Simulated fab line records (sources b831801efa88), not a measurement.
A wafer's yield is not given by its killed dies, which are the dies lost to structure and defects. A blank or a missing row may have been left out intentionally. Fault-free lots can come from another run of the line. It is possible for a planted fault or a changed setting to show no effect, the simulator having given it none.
8D (eight disciplines) problem report, filled in by code    flow gf180mcu    the parts of the form that need people (team, actions taken, sign-off) are left out

1. PROBLEM STATEMENT
STI_OXIDATION_02_THK at GF_STI_THK_MEAS_30 reads a mean of 7.25 nm on 6 wafers of 2 lots; wafers without a fault read 10.01 nm with a standard deviation of 0.15. That puts it -18 standard deviations away from the usual mean.
First observed at day 3 20:25: wafer L681.1, on filmMetro-03. Wafers with a number at this step in the record: 39, from 13 lots. Rule for "out" (also "out of limits"): further than 4 standard deviations from the usual mean. Any other wafer with a number is counted as sound.

2. WHAT IT IS, WHAT IT ISN'T
question                     is                          is not
which readings at this step  STI_OXIDATION_02_THK        -
which lots                   L681, L685                  L674, L675, L680, L687, L688, L690, L691, L692, L695, L696, L697
which wafers of those lots   all that have a number      -
read on which gauges         filmMetro-01, filmMetro-03  filmMetro-02
when                         from day 3 20:25            up to then (9 sound wafers); but 24 sound wafers of L687, L688, L690, L691, L692, L695, L696, L697 came after

3. SUSPECTS, AND WHAT RULES EACH OUT
Counting: a tool stays on the suspect list if, at a process step up to the reading, it processed all lots that are out and no sound lot following the first of them.
- the gauge at GF_STI_THK_MEAS_30 has been ruled out. 2 gauges (filmMetro-01, filmMetro-03) read the wafers that are out.
- cmp-02 at GF_STI_CMP_25 (polishes, stops on Si3N4, t overpolish 33 s, target thk 524.6 nm): ruled out as a lasting fault. The sound lots L688, L695 went through it after L681, its earliest lot that is out (day 3 18:14).
- furnace-01 at GF_STI_OXIDATION_29 (stabilise 600 s, purge 300 s, target thk 10 nm): ruled out as a lasting fault. The sound lots L696 went through it after L681, its earliest lot that is out (day 3 19:01).
Left after counting: nothing in the record.

4. THE CAUSE (what the simulator had put in)
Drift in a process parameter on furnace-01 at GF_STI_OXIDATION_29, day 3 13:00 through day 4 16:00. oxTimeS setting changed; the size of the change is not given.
It was ruled out by counting, in error; the rule expects a fault to strike all lots run on its tool from its start on, and this fault did not.

5. THE CHAIN OF EFFECTS, in route order
One row per reading whose mean, taken over the struck wafers that have a number, lies over 3 standard deviations from the usual. Only readings for which the record gives a usual standard deviation are gone through. hours: the time from each lot's start at the first step in this table that gives one to its start at this step, as a median over the lots. sigmas: the change in usual standard deviations.
hours  step                reading               usual     on struck wafers  change  sigmas
0      GF_STI_THK_MEAS_30  STI_OXIDATION_02_THK  10.01 nm  7.25              -2.76   -18
At these later measuring or inspecting steps, every struck wafer for which the step has a row has a number for every such reading, and none has moved that far: GF_MVSD_OVL_MEAS_07.

6. HOW IT WOULD HAVE BEEN CAUGHT EARLIER
The first out-of-limits reading at a measuring or inspecting step in this record came at day 3 20:25, 7 hours after the fault's start at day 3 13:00.
